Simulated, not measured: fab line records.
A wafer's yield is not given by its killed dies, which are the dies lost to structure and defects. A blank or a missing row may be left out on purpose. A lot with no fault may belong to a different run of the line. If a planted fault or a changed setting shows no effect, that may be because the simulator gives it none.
fab line records + flow sky130
[record]
- lots = 6
- wafers = 18
- lastDay = 50
route steps=708 shown LI_CONTACT@371 PAD_OPEN@708
lots that met no fault: from a run of the same line without faults
startH: the number of hours between the record's first day and the start of the first shown wafer of the lot + waitH: hours from the lot's prior step to this one + " unchanged from the row above + L1.1+2: several wafers, shown together as one row + - either no value or no given start + * or withheld: withheld + < > ~ a bound
route shown NAME@n: names a module that has steps shown in the file, with the first one's number in the route + usual: average and standard deviation across the fault-free wafers + same: alike in all rows + chamber/n: place in a boat + sites: per-site readings + _std_site: the standard deviation of these + _edge_site: outer sites' mean less inner sites' + radiusMm: for every site, how far away it sits from the centre of the wafer + mask NAME#n: copy n + behind: the tool/chamber that last shaped the wafer + hold: reason for holding the lot/hours on hold/outcome of the hold + device: the transistor (n, p or np) that didn't switch + end of line: at the end of the route, the tests of the same wafers + step lacking rows: just its recipe + killed: dies lost to structure and defects at the first sort, not the wafer's yield + map: dies across one wafer; x = killed, . = not, _ = none there
set.NAME: setting as actually run; set.NAME@STEP: the setting as run at that earlier step + model.NAME: the simulator's own value behind a step, which no gauge read
lots seen at some steps along the route; tables by step, rows by wafer
services: a tool's chamber out of use, with start hour (startH, from the record's first day; less than 0 if before it), hours out, and reason
[[steps]]
[step SKY_LI_CONTACT_EXPOSE_09]
[recipe]
- maskId = LICM1
- na = 0.8
- sourceShape = annular
- sigmaInner = 0.55
- sigmaOuter = 0.85
- targetCdNm = 170
- doseMj = 38
[step SKY_LI_CONTACT_PEB_10]
[recipe]
- pebTempC = withheld
- pebTimeS = withheld
- resist = KrF-thick
[step SKY_LI_CONTACT_DEVELOP_11]
[recipe]
- developTimeS = 60
- resist = KrF-thick
- devTempC = 21
[step SKY_LI_CONTACT_CD_MEAS_12]
[recipe]
- targetCdNm = 170
[usual]
- cdNm = 169.6/1.3
| lot.wafer | tool     | chamber | startH | waitH | cdNm  |
|-----------|----------|---------|--------|-------|-------|
| L627.1    | cdSem-01 | -       | 675.51 | -     | 167.8 |
| L627.4    | "        | -       | "      | "     | 169.1 |
| L627.6    | "        | -       | "      | "     | 167.3 |
| L634.3    | cdSem-02 | -       | 763.47 | -     | 168.7 |
| L634.4    | "        | -       | "      | "     | 169.4 |
| L634.6    | "        | -       | "      | "     | 169.3 |
| L637.1    | cdSem-02 | -       | 764.66 | -     | 170.0 |
| L637.4    | "        | -       | "      | "     | 169.9 |
| L637.5    | "        | -       | "      | "     | 168.7 |
| L647.2    | cdSem-02 | -       | 830.20 | -     | 171.4 |
| L647.4    | "        | -       | "      | "     | 170.6 |
| L647.6    | "        | -       | "      | "     | 171.7 |
| L648.2    | cdSem-02 | -       | 842.94 | -     | 171.3 |
| L648.5    | "        | -       | "      | "     | 171.3 |
| L648.6    | "        | -       | "      | "     | 171.9 |
| L649.1    | cdSem-01 | -       | 845.17 | -     | 167.4 |
| L649.3    | "        | -       | "      | "     | 168.9 |
| L649.6    | "        | -       | "      | "     | 167.4 |
[step SKY_LI_CONTACT_OVL_MEAS_13]
[usual]
- LI_CONTACT_OVL = 3/4.7
| lot.wafer | tool       | chamber | startH | waitH | LI_CONTACT_OVL[nm] |
|-----------|------------|---------|--------|-------|--------------------|
| L627.1    | overlay-02 | -       | 675.63 | 0.1   | 14                 |
| L627.4    | "          | -       | "      | "     | 11                 |
| L627.6    | "          | -       | "      | "     | 3                  |
| L634.3    | overlay-02 | -       | 763.56 | 0.1   | 6                  |
| L634.4    | "          | -       | "      | "     | 9                  |
| L634.6    | "          | -       | "      | "     | 12                 |
| L637.1    | overlay-01 | -       | 764.78 | 0.1   | -4                 |
| L637.4    | "          | -       | "      | "     | 5                  |
| L637.5    | "          | -       | "      | "     | -3                 |
| L647.2    | overlay-01 | -       | 830.30 | 0.1   | -6                 |
| L647.4    | "          | -       | "      | "     | -5                 |
| L647.6    | "          | -       | "      | "     | -8                 |
| L648.2    | overlay-02 | -       | 843.04 | 0.1   | -1                 |
| L648.5    | "          | -       | "      | "     | 1                  |
| L648.6    | "          | -       | "      | "     | 6                  |
| L649.1    | overlay-02 | -       | 845.29 | 0.1   | 4                  |
| L649.3    | "          | -       | "      | "     | 9                  |
| L649.6    | "          | -       | "      | "     | -5                 |
[step SKY_LI_CONTACT_ETCH_14]
[recipe]
- chemistry = N2/H2
- target = BARC
- ionEnergyEv = 200
- sourceW = 500
- biasW = 100
- pressureMtorr = 30
- n2FlowSccm = 100
- h2FlowSccm = 200
- stopOn = SiO2
- timeS = 45.9
- targetDepthA = 600
[usual]
- drypumpMotorCurrentA = 5.8/0.46
- h2FlowSccm = 200.0/0.64
- oesProductAu = 0.855/0.0048
- throttleValvePct = 13.225/0.0098
| lot.wafer | tool       | chamber | startH | waitH | drypumpMotorCurrentA | h2FlowSccm | oesProductAu | rfHoursCounterH | throttleValvePct |
|-----------|------------|---------|--------|-------|----------------------|------------|--------------|-----------------|------------------|
| L627.1    | rieDiel-03 | 1       | 675.67 | 0.0   | 6.3                  | 199.7      | 0.851        | 37              | 13.231           |
| L627.4    | "          | 0       | "      | "     | 6.2                  | 199.7      | 0.843        | 28              | 13.218           |
| L627.6    | "          | 0       | "      | "     | 6.2                  | 200.3      | 0.856        | -               | 13.224           |
| L634.3    | rieDiel-01 | 0       | 763.58 | 0.0   | 5.9                  | 199.5      | 0.855        | 8               | 13.220           |
| L634.4    | "          | 1       | "      | "     | 6.2                  | 198.5      | 0.849        | 3               | 13.208           |
| L634.6    | "          | 2       | "      | "     | 5.0                  | 200.1      | 0.849        | -               | 13.220           |
| L637.1    | rieDiel-03 | 0       | 764.82 | 0.0   | 6.2                  | 200.0      | 0.857        | 30              | 13.237           |
| L637.4    | "          | 1       | "      | "     | 6.3                  | 200.4      | 0.857        | 39              | 13.224           |
| L637.5    | "          | 2       | "      | "     | 6.2                  | 200.0      | 0.857        | -               | 13.220           |
| L647.2    | rieDiel-01 | 1       | 830.33 | 0.0   | 6.1                  | 199.4      | 0.861        | 5               | 13.234           |
| L647.4    | "          | 3       | "      | "     | 5.3                  | 200.3      | 0.862        | 15              | 13.220           |
| L647.6    | "          | 1       | "      | "     | 6.1                  | 199.6      | 0.847        | -               | 13.220           |
| L648.2    | rieDiel-03 | 0       | 843.07 | 0.0   | 6.2                  | 199.6      | 0.853        | 33              | 13.217           |
| L648.5    | "          | 1       | "      | "     | 6.3                  | 200.8      | 0.859        | -               | 13.237           |
| L648.6    | "          | 0       | "      | "     | 6.2                  | 199.2      | 0.862        | -               | 13.210           |
| L649.1    | rieDiel-01 | 0       | 845.32 | 0.0   | 5.8                  | 200.0      | 0.862        | 10              | 13.236           |
| L649.3    | "          | 3       | "      | "     | 5.3                  | 201.2      | 0.851        | 15              | 13.233           |
| L649.6    | "          | 2       | "      | "     | 5.1                  | 199.4      | 0.854        | -               | 13.219           |
[step SKY_LI_CONTACT_ETCH_15]
[recipe]
- target = PSG
- chemistry = C4F8/O2/Ar
- stopOn = Si
- taperDeg = 4.15
- maskMaterial = KrF-thick
- sourceW = 1500
- biasW = 1200
- pressureMtorr = 40
- c4f8FlowSccm = withheld
- O2_flow_sccm = 6
- Ar_flow_sccm = 300
- timeS = withheld
- targetDepthA = 6000
[usual]
- oesProductAu = 0.837/0.0047
| lot.wafer | tool       | chamber | startH | waitH | oesProductAu |
|-----------|------------|---------|--------|-------|--------------|
| L627.1    | rieDiel-03 | 1       | 675.71 | 0.0   | 0.837        |
| L627.4    | "          | 0       | "      | "     | 0.836        |
| L627.6    | "          | 0       | "      | "     | 0.842        |
| L634.3    | rieDiel-01 | 0       | 763.63 | 0.0   | 0.827        |
| L634.4    | "          | 1       | "      | "     | 0.833        |
| L634.6    | "          | 2       | "      | "     | 0.835        |
| L637.1    | rieDiel-03 | 0       | 764.86 | 0.0   | 0.834        |
| L637.4    | "          | 1       | "      | "     | 0.837        |
| L637.5    | "          | 2       | "      | "     | 0.835        |
| L647.2    | rieDiel-01 | 1       | 830.38 | 0.0   | 0.842        |
| L647.4    | "          | 3       | "      | "     | 0.842        |
| L647.6    | "          | 1       | "      | "     | 0.832        |
| L648.2    | rieDiel-03 | 0       | 843.11 | 0.0   | 0.836        |
| L648.5    | "          | 1       | "      | "     | 0.846        |
| L648.6    | "          | 0       | "      | "     | 0.841        |
| L649.1    | rieDiel-01 | 0       | 845.36 | 0.0   | 0.831        |
| L649.3    | "          | 3       | "      | "     | 0.834        |
| L649.6    | "          | 2       | "      | "     | 0.839        |
[step SKY_LI_CONTACT_STRIP_16]
[recipe]
- chemistry = O2/N2
- powerW = 1400
- pressureMtorr = 1500
- platenTempC = withheld
- o2FlowSccm = 3000
- n2FlowSccm = 300
- overashFraction = 0.5
[usual]
- drypumpMotorCurrentA = 5.7/0.41
- o2FlowSccm = 3000/9.7
- oesProductAu = 0.376/0.0048
- stripTimeToEndpointS = 3.49/0.041
| lot.wafer | tool           | chamber | startH | waitH | drypumpMotorCurrentA | o2FlowSccm | oesProductAu | rfHoursCounterH | stripTimeToEndpointS |
|-----------|----------------|---------|--------|-------|----------------------|------------|--------------|-----------------|----------------------|
| L627.1    | plasmaAsher-01 | 0       | 675.80 | -     | 6.1                  | 3012       | 0.386        | 51              | 3.45                 |
| L627.4    | "              | 1       | "      | "     | 5.4                  | 2995       | 0.373        | -               | 3.51                 |
| L627.6    | "              | 1       | "      | "     | 5.4                  | 3011       | 0.372        | -               | 3.52                 |
| L634.3    | plasmaAsher-02 | 1       | 763.74 | -     | 5.2                  | 2988       | 0.378        | -               | 3.51                 |
| L634.4    | "              | 0       | "      | "     | 6.2                  | 2982       | 0.369        | -               | 3.45                 |
| L634.6    | "              | 0       | "      | "     | 6.2                  | 2989       | 0.373        | -               | 3.50                 |
| L637.1    | plasmaAsher-03 | 0       | 764.95 | -     | 5.8                  | 2998       | 0.375        | 93              | 3.53                 |
| L637.4    | "              | 1       | "      | "     | 5.3                  | 2990       | 0.368        | -               | 3.50                 |
| L637.5    | "              | 1       | "      | "     | 5.3                  | 2990       | 0.375        | -               | 3.54                 |
| L647.2    | plasmaAsher-02 | 1       | 830.46 | -     | 5.2                  | 3000       | 0.375        | 40              | 3.45                 |
| L647.4    | "              | 1       | "      | "     | 5.1                  | 3010       | 0.376        | -               | 3.49                 |
| L647.6    | "              | 1       | "      | "     | 5.2                  | 2995       | 0.381        | -               | 3.43                 |
| L648.2    | plasmaAsher-02 | 1       | 843.20 | -     | 5.2                  | 2996       | 0.383        | 41              | 3.55                 |
| L648.5    | "              | 0       | "      | "     | 6.2                  | 3002       | 0.381        | -               | 3.53                 |
| L648.6    | "              | 1       | "      | "     | 5.2                  | 2987       | 0.375        | -               | 3.55                 |
| L649.1    | plasmaAsher-01 | 1       | 845.45 | -     | 5.5                  | 3015       | 0.374        | 66              | 3.45                 |
| L649.3    | "              | 0       | "      | "     | 6.1                  | 2988       | 0.371        | -               | 3.45                 |
| L649.6    | "              | 1       | "      | "     | 5.5                  | 3009       | 0.371        | -               | 3.46                 |
[step SKY_LI_CONTACT_CLEAN_17]
[recipe]
- chemistry = NMP
- timeS = 600
- tempC = 60
- dry = n2Spin
[step SKY_LI_CONTACT_PRE_CLEAN_18]
[recipe]
- gas = Ar
- timeS = 5.6
- biasV = 358
[step SKY_LI_CONTACT_SPUTTER_19]
[recipe]
- material = Ti
- targetThkNm = 20
- chamberPressurePa = 5
- powerW = 2500
- substrateTempC = 200
- timeS = 106.37
[usual]
- throttleValvePct = 29.7/0.98
| lot.wafer | tool          | chamber | startH | waitH | throttleValvePct |
|-----------|---------------|---------|--------|-------|------------------|
| L627.1    | pvdSputter-02 | -       | 676.09 | 0.0   | 29.7             |
| L627.4    | "             | -       | "      | "     | 29.6             |
| L627.6    | "             | -       | "      | "     | 30.0             |
| L634.3    | pvdSputter-04 | -       | 764.02 | 0.0   | 27.4             |
| L634.4    | "             | -       | "      | "     | 31.1             |
| L634.6    | "             | -       | "      | "     | 30.9             |
| L637.1    | pvdSputter-04 | -       | 765.26 | 0.0   | 31.1             |
| L637.4    | "             | -       | "      | "     | 29.4             |
| L637.5    | "             | -       | "      | "     | 31.4             |
| L647.2    | pvdSputter-02 | -       | 830.76 | 0.0   | 29.9             |
| L647.4    | "             | -       | "      | "     | 29.2             |
| L647.6    | "             | -       | "      | "     | 30.1             |
| L648.2    | pvdSputter-02 | -       | 843.49 | 0.0   | 29.7             |
| L648.5    | "             | -       | "      | "     | 30.1             |
| L648.6    | "             | -       | "      | "     | 29.7             |
| L649.1    | pvdSputter-04 | -       | 845.74 | 0.0   | 29.6             |
| L649.3    | "             | -       | "      | "     | 30.6             |
| L649.6    | "             | -       | "      | "     | 29.5             |
[step SKY_LI_CONTACT_SPUTTER_20]
[recipe]
- material = TiN
- targetThkNm = 20
- chamberPressurePa = 5
- powerW = 4000
- timeS = 80
[usual]
- throttleValvePct = 29.7/0.96
| lot.wafer | tool          | chamber | startH | waitH | throttleValvePct |
|-----------|---------------|---------|--------|-------|------------------|
| L627.1    | pvdSputter-02 | -       | 676.17 | 0.0   | 30.1             |
| L627.4    | "             | -       | "      | "     | 29.7             |
| L627.6    | "             | -       | "      | "     | 29.6             |
| L634.3    | pvdSputter-04 | -       | 764.10 | 0.0   | 27.4             |
| L634.4    | "             | -       | "      | "     | 31.3             |
| L634.6    | "             | -       | "      | "     | 30.9             |
| L637.1    | pvdSputter-04 | -       | 765.34 | 0.0   | 31.4             |
| L637.4    | "             | -       | "      | "     | 29.5             |
| L637.5    | "             | -       | "      | "     | 31.1             |
| L647.2    | pvdSputter-02 | -       | 830.83 | 0.0   | 29.8             |
| L647.4    | "             | -       | "      | "     | 29.4             |
| L647.6    | "             | -       | "      | "     | 30.0             |
| L648.2    | pvdSputter-02 | -       | 843.57 | 0.0   | 29.9             |
| L648.5    | "             | -       | "      | "     | 29.8             |
| L648.6    | "             | -       | "      | "     | 29.8             |
| L649.1    | pvdSputter-04 | -       | 845.82 | 0.0   | 29.7             |
| L649.3    | "             | -       | "      | "     | 31.0             |
| L649.6    | "             | -       | "      | "     | 29.8             |
[step SKY_LI_CONTACT_CVD_21]
[recipe]
- material = W
- targetThkNm = 400
- timeS = 120.56
- tempC = 400
- pressureTorr = 40
[usual]
- chamberPressureTorr = 40.01/0.083
- heaterPowerW = 870/60
| lot.wafer | tool    | chamber | startH | waitH | chamberPressureTorr | heaterPowerW | model.W_of_LI_CONTACT_CVD_21.thkNm |
|-----------|---------|---------|--------|-------|---------------------|--------------|------------------------------------|
| L627.1    | cvdW-01 | 1       | 676.23 | 0.0   | 39.90               | 841          | 396                                |
| L627.4    | "       | 1       | "      | "     | 39.98               | 865          | 403.1                              |
| L627.6    | "       | 1       | "      | "     | 40.02               | 870          | 401.2                              |
| L634.3    | cvdW-01 | 1       | 764.20 | 0.1   | 39.98               | 862          | 392.1                              |
| L634.4    | "       | 0       | "      | "     | 44.73               | 927          | 416.3                              |
| L634.6    | "       | 1       | "      | "     | 40.17               | 868          | 395.6                              |
| L637.1    | cvdW-01 | 0       | 765.40 | 0.0   | 44.72               | 943          | 419.2                              |
| L637.4    | "       | 0       | "      | "     | 44.58               | 926          | 414.7                              |
| L637.5    | "       | 1       | "      | "     | 39.98               | 860          | 399.1                              |
| L647.2    | cvdW-02 | 1       | 830.89 | 0.0   | 39.94               | 791          | 416.1                              |
| L647.4    | "       | 1       | "      | "     | 39.97               | 782          | 410.9                              |
| L647.6    | "       | 1       | "      | "     | 40.05               | 803          | 411.2                              |
| L648.2    | cvdW-02 | 0       | 843.63 | 0.0   | 40.04               | 936          | 405.9                              |
| L648.5    | "       | 0       | "      | "     | 39.97               | 965          | 400.7                              |
| L648.6    | "       | 1       | "      | "     | 39.99               | 793          | 412.1                              |
| L649.1    | cvdW-02 | 1       | 845.88 | 0.0   | 39.94               | 786          | 409.4                              |
| L649.3    | "       | 0       | "      | "     | 40.10               | 940          | 398                                |
| L649.6    | "       | 1       | "      | "     | 39.94               | 790          | 409.2                              |
[step SKY_LI_CONTACT_RS_MEAS_22]
[recipe]
- thkMeasGauge = four-point-probe
- reads = W_of_LI_CONTACT_CVD_21+TiN_of_LI_CONTACT_SPUTTER_20+Ti_of_LI_CONTACT_SPUTTER_19
[usual]
- LI_CONTACT_W_RS = 0.284/0.0055
| lot.wafer | tool         | chamber | startH | waitH | LI_CONTACT_W_RS[ohm/sq] |
|-----------|--------------|---------|--------|-------|-------------------------|
| L627.1    | filmMetro-03 | -       | 676.36 | 0.1   | 0.288                   |
| L627.4    | "            | -       | "      | "     | 0.283                   |
| L627.6    | "            | -       | "      | "     | 0.284                   |
| L634.3    | filmMetro-04 | -       | 764.32 | 0.1   | 0.291                   |
| L634.4    | "            | -       | "      | "     | 0.274                   |
| L634.6    | "            | -       | "      | "     | 0.288                   |
| L637.1    | filmMetro-01 | -       | 765.52 | 0.1   | 0.272                   |
| L637.4    | "            | -       | "      | "     | 0.274                   |
| L637.5    | "            | -       | "      | "     | 0.285                   |
| L647.2    | filmMetro-04 | -       | 831.04 | 0.1   | 0.274                   |
| L647.4    | "            | -       | "      | "     | 0.278                   |
| L647.6    | "            | -       | "      | "     | 0.277                   |
| L648.2    | filmMetro-04 | -       | 843.78 | 0.1   | 0.281                   |
| L648.5    | "            | -       | "      | "     | 0.284                   |
| L648.6    | "            | -       | "      | "     | 0.276                   |
| L649.1    | filmMetro-01 | -       | 846.01 | 0.1   | 0.278                   |
| L649.3    | "            | -       | "      | "     | 0.286                   |
| L649.6    | "            | -       | "      | "     | 0.279                   |
[step SKY_PAD_OPEN_PROBE_99]
[usual]
- killed_at_M0_to_M3 = 43/6.4
- killed_at_M4_up = 2.9/1.7
- killedAtContacts = 24/5
- killedAtFrontEnd = 15/4
- killedAtOther = 0.4/0.62
- killedDies = 86/9.3
- killedOpen = 47/6.8
- killedShort = 38/5.8
[same]
- grossDies = 492
- killedAtBackSide = 0
| lot.wafer | tool      | chamber | startH  | waitH | killed_at_M0_to_M3 | killed_at_M4_up | killedAtContacts | killedAtFrontEnd | killedAtOther | killedDies | killedOpen | killedShort |
|-----------|-----------|---------|---------|-------|--------------------|-----------------|------------------|------------------|---------------|------------|------------|-------------|
| L637.1    | prober-02 | -       | 1141.85 | 0.1   | 44                 | 1               | 22               | 19               | 1             | 87         | 52         | 35          |
| L637.4    | prober-02 | -       | 1142.00 | 0.2   | 61                 | 4               | 25               | 12               | 1             | 103        | 57         | 46          |
| L637.5    | prober-02 | -       | 1142.05 | 0.2   | 47                 | 4               | 17               | 14               | 0             | 82         | 45         | 37          |
| L647.2    | prober-02 | -       | 1185.54 | 0.1   | 34                 | 3               | 21               | 11               | 1             | 70         | 39         | 30          |
| L647.4    | prober-02 | -       | 1185.64 | 0.2   | 39                 | 5               | 26               | 11               | 1             | 82         | 48         | 34          |
| L647.6    | prober-02 | -       | 1185.74 | 0.2   | 46                 | 2               | 27               | 9                | 0             | 84         | 50         | 34          |
| L648.2    | prober-01 | -       | 1190.39 | 0.1   | 51                 | 3               | 31               | 14               | 0             | 99         | 57         | 42          |
| L648.5    | prober-01 | -       | 1190.54 | 0.2   | 48                 | 4               | 31               | 13               | 1             | 97         | 51         | 45          |
| L648.6    | prober-01 | -       | 1190.59 | 0.2   | 39                 | 3               | 38               | 12               | 1             | 93         | 55         | 38          |
// killed by level:class
L637.1 VIA1:geometricParticle:open=12 LI_CONTACT:geometricParticle:open=10 VIA3:geometricParticle:open=9 POLY_GATE:geometricParticle:short=7 CONTACT:geometricParticle:open=6 FIELD_ISO:geometricParticle:short=4 METAL1:geometricParticle:short=4 METAL2:geometricParticle:short=4
L637.4 VIA1:geometricParticle:open=14 CONTACT:geometricParticle:open=11 VIA3:geometricParticle:open=11 METAL1:geometricParticle:short=8 METAL2:geometricParticle:short=8 VIA2:geometricParticle:open=6 LOCAL_INTERCONNECT:geometricParticle:short=5 CONTACT:geometricParticle:short=5
L637.5 VIA2:geometricParticle:open=9 VIA1:geometricParticle:short=8 CONTACT:geometricParticle:open=6 VIA1:geometricParticle:open=6 POLY_GATE:geometricParticle:open=5 LI_CONTACT:geometricParticle:open=5 LOCAL_INTERCONNECT:geometricParticle:short=5 METAL1:geometricParticle:short=4
L647.2 CONTACT:geometricParticle:open=9 VIA1:geometricParticle:open=9 LI_CONTACT:geometricParticle:open=7 VIA1:geometricParticle:short=6 METAL1:geometricParticle:short=5 VIA2:geometricParticle:short=3 VIA2:geometricParticle:open=3 VIA3:geometricParticle:open=3
L647.4 VIA2:geometricParticle:open=10 LI_CONTACT:geometricParticle:open=9 CONTACT:geometricParticle:open=8 VIA1:geometricParticle:open=6 VIA1:geometricParticle:short=5 METAL2:geometricParticle:short=5 METAL4:geometricParticle:short=5 FIELD_ISO:geometricParticle:short=4
L647.6 LI_CONTACT:geometricParticle:open=11 VIA1:geometricParticle:open=10 VIA2:geometricParticle:open=9 CONTACT:geometricParticle:open=7 METAL1:geometricParticle:short=7 CONTACT:geometricParticle:short=4 VIA1:geometricParticle:short=4 VIA3:geometricParticle:open=4
L648.2 VIA1:geometricParticle:open=11 CONTACT:geometricParticle:open=11 VIA2:geometricParticle:open=11 VIA1:geometricParticle:short=8 LOCAL_INTERCONNECT:geometricParticle:short=7 LI_CONTACT:geometricParticle:open=7 METAL2:geometricParticle:short=6 VIA3:geometricParticle:open=6
L648.5 CONTACT:geometricParticle:open=10 LI_CONTACT:geometricParticle:open=8 METAL2:geometricParticle:short=7 VIA3:geometricParticle:open=7 VIA2:geometricParticle:open=6 LOCAL_INTERCONNECT:geometricParticle:short=5 VIA1:geometricParticle:short=5 METAL3:geometricParticle:short=5
L648.6 CONTACT:geometricParticle:open=14 VIA1:geometricParticle:open=11 LOCAL_INTERCONNECT:geometricParticle:short=9 VIA3:geometricParticle:open=7 LI_CONTACT:geometricParticle:open=6 VIA2:geometricParticle:open=6 CONTACT:geometricParticle:short=6 VIA1:geometricParticle:short=6
[[services]]
| tool           | chamber | startH | hours | kind                  |
|----------------|---------|--------|-------|-----------------------|
| plasmaAsher-03 | -       | 654.59 | 32.7  | pm                    |
| rieDiel-01     | 2       | 689.22 | -     | clean                 |
| rieDiel-01     | 2       | 689.22 | 17.0  | scheduledDown         |
| rieDiel-01     | 2       | 689.22 | 17.0  | ventCycle             |
| pvdSputter-02  | -       | 690.48 | 1.8   | repair                |
| pvdSputter-04  | -       | 700.49 | 14.8  | repair                |
| pvdSputter-02  | 2       | 707.06 | -     | consumableReplace:kit |
| pvdSputter-02  | 2       | 707.06 | 18.0  | scheduledDown         |
| pvdSputter-02  | 2       | 707.06 | 18.0  | ventCycle             |
| plasmaAsher-02 | -       | 718.73 | 1.0   | repair                |
| rieDiel-03     | 3       | 739.36 | -     | clean                 |
| rieDiel-03     | 3       | 739.36 | 23.0  | scheduledDown         |
| rieDiel-03     | 3       | 739.36 | 23.0  | ventCycle             |
| cvdW-01        | 0       | 739.61 | 6.1   | repair                |
| rieDiel-03     | 0       | 750.57 | 6.8   | repair                |
| pvdSputter-04  | -       | 751.78 | 2.7   | repair                |
| rieDiel-01     | -       | 757.49 | 0.4   | repair                |
| plasmaAsher-03 | -       | 765.19 | 2.8   | pm                    |
| rieDiel-01     | -       | 778.39 | 1.7   | repair                |
| rieDiel-03     | 1       | 781.92 | -     | clean                 |
| plasmaAsher-01 | -       | 794.23 | 10.0  | pm                    |
| rieDiel-03     | 2       | 802.65 | 51.1  | repair                |
| plasmaAsher-01 | -       | 827.18 | 2.3   | repair                |
| rieDiel-01     | 1       | 842.13 | 5.8   | repair                |
[[key]]
[firstSign]
- step = SKY_LI_CONTACT_CVD_21
- reading = chamberPressureTorr
- direction = up
- sigmas = 56
- usual = 40.01
- struck = 44.67
effect none on later readings
[modelEffect]
- step = SKY_LI_CONTACT_CVD_21
- value = W_of_LI_CONTACT_CVD_21.thkNm
- without = 393.6
- struck = 416.7
metAt SKY_LI_CONTACT_CVD_21
struckWafers L634.4,L637.1,L637.4
testerLeftOut L634,L637
[fault]
- kind = processParameterDrift
- tool = cvdW-01
- chamber = 0
- onsetH = 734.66
- steps = SKY_LI_CONTACT_CVD_21
- channel = pressureTorr
- offset = 4.7702
- shape = step
- endH = 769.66
- actsIn = theseRecipesOnly
- stated = 40
// testerLeftOut: of these lots the tester's yield and bins aren't shown, on N5 and GAA mostly nor the transistor test; their killed dies are dies lost to structure and defects alone, not to doping, threshold or leakage, so they don't give the yield
